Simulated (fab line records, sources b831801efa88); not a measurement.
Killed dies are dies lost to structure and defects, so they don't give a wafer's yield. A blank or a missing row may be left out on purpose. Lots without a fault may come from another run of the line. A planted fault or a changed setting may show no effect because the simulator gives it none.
fab line records | flow gf180mcu
record lots=13 wafers=39 last_day=34
route steps=602 shown MVSD@74 V2@403 M3@409 V3@430
lots that met no fault: from a run of the same line without faults
start_h: hours from the record's first day to the start of the lot's first wafer shown | wait_h: hours since the lot's step before | " the same as in the row above | L1.1+2: a row that stands for several wafers | - no value, or no start given | * or withheld: withheld | < > ~ a bound
route shown NAME@n: a module of which the file shows steps, and the number in the route of the first | usual: mean/standard deviation of fault-free wafers | same: alike in all rows | chamber/n: place in a boat | sites: the reading at each site | _std_site: their standard deviation | _edge_site: outer sites' mean less inner sites' | radius_mm: how far each site lies from the wafer's centre | mask NAME#n: copy n | behind: the tool/chamber that last shaped the wafer | hold: why the lot was held/for how many hours/how that ended | device: the transistor (n, p or np) that didn't switch | end of line: the same wafers' tests at the end of the route | a step without rows: its recipe alone | killed: dies lost to structure and defects at the first sort, not the wafer's yield | map: a wafer's dies, x killed, . not, _ none there
set.NAME: the setting as run; set.NAME@STEP: as run at that earlier step | model.NAME: the simulator's own value behind a step, which no gauge read
steps of the route over a sample of lots; a table a step, a row a wafer
services: from which hour (start_h, from the record's first day; less than 0 if before it) a tool's chamber was out of use, for how many hours, and why
## steps
# step GF_MVSD_IMPLANT_08
# recipe species=P energy_kev=400 dose_cm2=1.6e+13 tilt_deg=0
# usual dose_ions_cm2=1.6001e+13/2e+10 faraday_current_uA=90.3/1.7
# columns lot.wafer tool chamber start_h wait_h dose_ions_cm2 faraday_current_uA
L165.2 implanter-01 0 81.44 0.0 1.6014e+13 90.2
L165.4 " 0 " " 1.598e+13 89.9
L165.5 " 0 " " 1.5992e+13 89.0
L166.1 implanter-01 0 89.22 0.0 1.6012e+13 87.2
L166.2 " 0 " " 1.6001e+13 88.9
L166.5 " 0 " " 1.599e+13 88.1
L169.1 implanter-04 0 106.47 0.0 1.6018e+13 88.5
L169.5 " 0 " " 1.594e+13 90.6
L169.6 " 0 " " 1.6017e+13 93.0
L172.1 implanter-04 0 128.87 0.0 1.6012e+13 92.5
L172.2 " 0 " " 1.5999e+13 90.5
L172.3 " 0 " " 1.602e+13 91.1
L173.4 implanter-02 0 133.89 0.1 1.5965e+13 89.0
L173.5 " 0 " " 1.5946e+13 88.5
L173.6 " 0 " " 1.592e+13 87.6
L174.4 implanter-04 0 136.43 0.1 1.6009e+13 94.2
L174.5 " 0 " " 1.6001e+13 88.7
L174.6 " 0 " " 1.6031e+13 92.6
L176.3 implanter-01 0 146.22 0.1 1.5981e+13 90.8
L176.4 " 0 " " 1.6022e+13 89.9
L176.5 " 0 " " 1.601e+13 89.6
L179.2 implanter-04 0 167.84 0.0 1.602e+13 89.1
L179.3 " 0 " " 1.5972e+13 92.3
L179.6 " 0 " " 1.6018e+13 88.0
L183.1 implanter-04 0 191.42 0.0 2.1448e+13 122.4
L183.2 " 0 " " 2.1465e+13 122.9
L183.6 " 0 " " 2.1465e+13 123.5
L184.4 implanter-01 0 194.99 0.1 1.5989e+13 86.7
L184.5 " 0 " " 1.6015e+13 89.7
L184.6 " 0 " " 1.6008e+13 88.6
L185.1 implanter-04 0 200.47 0.0 2.1473e+13 125.1
L185.3 " 0 " " 2.1478e+13 122.3
L185.6 " 0 " " 2.148e+13 123.6
L186.2 implanter-02 0 205.59 0.0 1.601e+13 90.0
L186.3 " 0 " " 1.5952e+13 93.4
L186.5 " 0 " " 1.5994e+13 89.1
L187.2 implanter-02 0 213.64 0.0 1.6001e+13 86.7
L187.3 " 0 " " 1.601e+13 92.0
L187.6 " 0 " " 1.5982e+13 92.3
# step GF_MVSD_TW_MEAS_11
# usual MVSD_TW=1586/9.6
# columns lot.wafer tool chamber start_h wait_h hold MVSD_TW
L165.2 film_metro-03 - 81.83 0.1 - 1571
L165.4 " - " " - 1582
L165.5 " - " " - 1583
L166.1 film_metro-01 - 89.62 0.1 - 1576
L166.2 " - " " - 1577
L166.5 " - " " - 1583
L169.1 film_metro-01 - 106.90 0.1 - 1584
L169.5 " - " " - 1584
L169.6 " - " " - 1587
L172.1 film_metro-01 - 129.27 0.1 - 1595
L172.2 " - " " - 1588
L172.3 " - " " - 1593
L173.4 film_metro-01 - 134.25 0.1 - 1591
L173.5 " - " " - 1603
L173.6 " - " " - 1600
L174.4 film_metro-03 - 136.79 0.1 - 1599
L174.5 " - " " - 1582
L174.6 " - " " - 1586
L176.3 film_metro-04 - 146.59 0.1 - 1581
L176.4 " - " " - 1570
L176.5 " - " " - 1572
L179.2 film_metro-01 - 168.23 0.1 - 1569
L179.3 " - " " - 1570
L179.6 " - " " - 1567
L183.1 film_metro-03 - 191.82 0.1 await_dispo/0.2h/release 1729
L183.2 " - " " await_dispo/0.2h/release 1736
L183.6 " - " " await_dispo/0.2h/release 1732
L183.1 film_metro-03 - 192.09 0.3 - 1734
L183.2 " - " " - 1732
L183.6 " - " " - 1729
L184.4 film_metro-03 - 195.35 0.1 - 1589
L184.5 " - " " - 1587
L184.6 " - " " - 1597
L185.1 film_metro-03 - 200.87 0.1 await_dispo/0.2h/release 1733
L185.3 " - " " await_dispo/0.2h/release 1727
L185.6 " - " " await_dispo/0.2h/release 1737
L185.1 film_metro-03 - 201.09 0.2 - 1732
L185.3 " - " " - 1728
L185.6 " - " " - 1730
L186.2 film_metro-03 - 205.98 0.1 - 1585
L186.3 " - " " - 1602
L186.5 " - " " - 1586
L187.2 film_metro-01 - 214.02 0.1 - 1567
L187.3 " - " " - 1570
L187.6 " - " " - 1578
# step GF_VT_IMPLANT_RS_MEAS_46
# recipe thk_meas_gauge=four-point-probe
# usual MVSD_RS=456.3/1.3
# columns lot.wafer tool chamber start_h wait_h hold MVSD_RS[ohm/sq]
L165.2 film_metro-03 - 157.60 0.1 - 457.6
L165.4 " - " " - 456.0
L165.5 " - " " - 458.5
L166.1 film_metro-03 - 167.92 0.1 - 456.3
L166.2 " - " " - 456.7
L166.5 " - " " - 455.3
L169.1 film_metro-03 - 188.18 0.1 - 456.3
L169.5 " - " " - 455.3
L169.6 " - " " - 457.2
L172.1 film_metro-03 - 214.52 0.1 - 456.8
L172.2 " - " " - 456.8
L172.3 " - " " - 455.5
L173.4 film_metro-01 - 219.49 0.1 - 455.3
L173.5 " - " " - 454.5
L173.6 " - " " - 454.5
L174.4 film_metro-03 - 222.69 0.1 - 455.6
L174.5 " - " " - 457.5
L174.6 " - " " - 455.8
L176.3 film_metro-04 - 232.62 0.1 - 457.9
L176.4 " - " " - 459.2
L176.5 " - " " - 458.4
L179.2 film_metro-01 - 257.32 0.1 - 457.8
L179.3 " - " " - 458.5
L179.6 " - " " - 458.7
L183.1 film_metro-01 - 284.44 0.1 await_dispo/0.2h/release 393.7
L183.2 " - " " await_dispo/0.2h/release 393.7
L183.6 " - " " await_dispo/0.2h/release 392.6
L183.1 film_metro-01 - 284.80 0.3 - 393.9
L183.2 " - " " - 392.3
L183.6 " - " " - 392.8
L184.4 film_metro-04 - 288.94 0.1 - 455.7
L184.5 " - " " - 457.0
L184.6 " - " " - 454.5
L185.1 film_metro-01 - 295.38 0.1 await_dispo/0.2h/release 393.6
L185.3 " - " " await_dispo/0.2h/release 394.5
L185.6 " - " " await_dispo/0.2h/release 394.4
L185.1 film_metro-01 - 295.74 0.3 - 394.7
L185.3 " - " " - 393.8
L185.6 " - " " - 393.9
L186.2 film_metro-01 - 302.78 0.1 - 455.7
L186.3 " - " " - 455.6
L186.5 " - " " - 455.8
L187.2 film_metro-01 - 309.93 0.1 - 455.4
L187.3 " - " " - 454.7
L187.6 " - " " - 455.3
# step GF_V2_SPUTTER_21
# recipe material=Ti target_thk_nm=15 chamber_pressure_pa=5 power_w=2500 substrate_temp_c=200 time_s=80.02
# usual throttle_valve_pct=29.9/0.9
# columns lot.wafer tool chamber start_h wait_h throttle_valve_pct
L165.2 pvd_sputter-01 - 467.51 0.0 29.4
L165.4 " - " " 30.9
L165.5 " - " " 29.5
L166.1 pvd_sputter-03 - 484.90 0.0 28.6
L166.2 " - " " 29.4
L166.5 " - " " 29.9
L169.1 pvd_sputter-03 - 507.39 0.0 30.2
L169.5 " - " " 28.8
L169.6 " - " " 30.0
L172.1 pvd_sputter-03 - 546.40 0.0 30.1
L172.2 " - " " 29.3
L172.3 " - " " 28.9
L173.4 pvd_sputter-03 - 552.45 0.0 29.5
L173.5 " - " " 29.1
L173.6 " - " " 29.2
L174.4 pvd_sputter-01 - 554.50 0.0 29.4
L174.5 " - " " 31.2
L174.6 " - " " 30.6
L176.3 pvd_sputter-04 - 566.77 0.0 31.6
L176.4 " - " " 29.8
L176.5 " - " " 29.6
L179.2 pvd_sputter-04 - 595.93 0.0 30.7
L179.3 " - " " 31.5
L179.6 " - " " 30.4
L184.4 pvd_sputter-04 - 629.69 0.0 29.6
L184.5 " - " " 31.6
L184.6 " - " " 28.1
L186.2 pvd_sputter-03 - 646.87 0.0 30.3
L186.3 " - " " 29.3
L186.5 " - " " 28.8
L187.2 pvd_sputter-03 - 649.28 0.0 28.9
L187.3 " - " " 28.8
L187.6 " - " " 28.9
# step GF_M3_SPUTTER_00
# recipe material=Ti target_thk_nm=37.5 arriving_ion_energy_ev=80 substrate_temp_c=200 chamber_pressure_pa=2 power_w=4000 time_s=150
# usual throttle_valve_pct=29.8/1
# columns lot.wafer tool chamber start_h wait_h throttle_valve_pct
L165.2 pvd_sputter-02 - 468.20 0.2 28.7
L165.4 " - " " 28.8
L165.5 " - " " 30.7
L166.1 pvd_sputter-02 - 485.59 0.1 28.6
L166.2 " - " " 29.6
L166.5 " - " " 29.7
L169.1 pvd_sputter-04 - 508.08 0.2 31.5
L169.5 " - " " 30.3
L169.6 " - " " 29.6
L172.1 pvd_sputter-02 - 547.09 0.2 30.4
L172.2 " - " " 29.4
L172.3 " - " " 28.6
L173.4 pvd_sputter-04 - 553.15 0.1 28.4
L173.5 " - " " 29.6
L173.6 " - " " 28.2
L174.4 pvd_sputter-02 - 555.19 0.2 29.5
L174.5 " - " " 29.5
L174.6 " - " " 28.8
L176.3 pvd_sputter-01 - 567.46 0.2 29.3
L176.4 " - " " 30.9
L176.5 " - " " 30.7
L179.2 pvd_sputter-02 - 596.62 0.1 30.4
L179.3 " - " " 28.7
L179.6 " - " " 28.6
L184.4 pvd_sputter-04 - 630.41 0.2 28.3
L184.5 " - " " 29.7
L184.6 " - " " 31.5
L186.2 pvd_sputter-01 - 647.56 0.2 30.9
L186.3 " - " " 29.4
L186.5 " - " " 30.9
L187.2 pvd_sputter-02 - 649.97 0.2 28.7
L187.3 " - " " 28.8
L187.6 " - " " 28.6
# step GF_V3_THK_MEAS_01
# recipe reads=SiO2_of_V3_CVD_00
# usual V3_CVD_00_THK=595/6.5
# columns lot.wafer tool chamber start_h wait_h V3_CVD_00_THK[nm]
L165.2 film_metro-01 - 493.83 0.0 588
L165.4 " - " " 592
L165.5 " - " " 602
L166.1 film_metro-04 - 510.92 0.0 583
L166.2 " - " " 600
L166.5 " - " " 597
L169.1 film_metro-02 - 533.33 0.0 595
L169.5 " - " " 599
L169.6 " - " " 603
L172.1 film_metro-02 - 570.55 0.0 591
L172.2 " - " " 596
L172.3 " - " " 593
L173.4 film_metro-02 - 576.30 0.0 597
L173.5 " - " " 603
L173.6 " - " " 598
L174.4 film_metro-02 - 578.68 0.0 593
L174.5 " - " " 587
L174.6 " - " " 587
L176.3 film_metro-04 - 590.27 0.1 590
L176.4 " - " " 596
L176.5 " - " " 592
L179.2 film_metro-02 - 619.08 0.0 592
L179.3 " - " " 590
L179.6 " - " " 591
L184.4 film_metro-02 - 651.76 0.0 599
L184.5 " - " " 597
L184.6 " - " " 602
L186.2 film_metro-01 - 668.19 0.0 586
L186.3 " - " " 587
L186.5 " - " " 594
L187.2 film_metro-04 - 670.74 0.0 595
L187.3 " - " " 593
L187.6 " - " " 595
## services
# columns tool chamber start_h hours kind
pvd_sputter-03 - 69.31 4.5 repair
pvd_sputter-01 - 85.71 3.8 repair
implanter-01 - 99.73 1.2 repair
pvd_sputter-03 - 126.10 9.1 repair
implanter-04 - 143.70 2.2 repair
pvd_sputter-01 - 157.23 1.7 repair
pvd_sputter-01 - 167.00 0.8 repair
pvd_sputter-02 - 228.44 2.1 repair
pvd_sputter-04 - 246.70 13.6 repair
implanter-01 - 251.67 2.2 repair
pvd_sputter-02 - 377.29 9.3 repair
pvd_sputter-03 - 421.64 5.2 repair
pvd_sputter-03 - 423.91 7.4 repair
pvd_sputter-03 - 435.55 0.5 repair
pvd_sputter-02 - 438.22 22.0 repair
pvd_sputter-04 - 467.95 7.3 repair
implanter-04 - 479.85 3.6 pm
pvd_sputter-02 - 501.20 6.2 repair
pvd_sputter-02 - 523.85 1.9 repair
pvd_sputter-04 - 531.03 1.6 repair
pvd_sputter-03 - 547.42 4.6 repair
implanter-04 - 556.94 4.2 repair
pvd_sputter-04 - 564.83 1.8 repair
pvd_sputter-04 - 590.46 1.1 repair
## key
first_sign step=GF_MVSD_IMPLANT_08 reading=dose_ions_cm2 direction=up sigmas=99+ usual=1.6001e+13 struck=2.1468e+13
effect step=GF_MVSD_IMPLANT_08 reading=faraday_current_uA direction=up sigmas=19 usual=90.3 struck=123.3
effect step=GF_MVSD_TW_MEAS_11 reading=visit direction=added
effect step=GF_MVSD_TW_MEAS_11 reading=MVSD_TW direction=up sigmas=15 usual=1586 struck=1732
effect step=GF_VT_IMPLANT_RS_MEAS_46 reading=MVSD_RS direction=down sigmas=49 usual=456.3 struck=393.8
met_at GF_MVSD_IMPLANT_08
struck_lots L183,L185
scrapped_behind GF_VT_IMPLANT_RS_MEAS_46 L183.1,L183.2,L183.6,L185.1,L185.3,L185.6
not_acting_at GF_V2_SPUTTER_21,GF_M3_SPUTTER_00,GF_V3_THK_MEAS_01
onset_between 167.84 191.42
fault kind=process_parameter_drift tool=implanter-04 chamber=- onset_h=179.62 steps=GF_MVSD_IMPLANT_08 channel=dose_cm2 offset=5.4684e+12 shape=step end_h=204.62 acts_in=these_recipes_only stated=1.6e+13
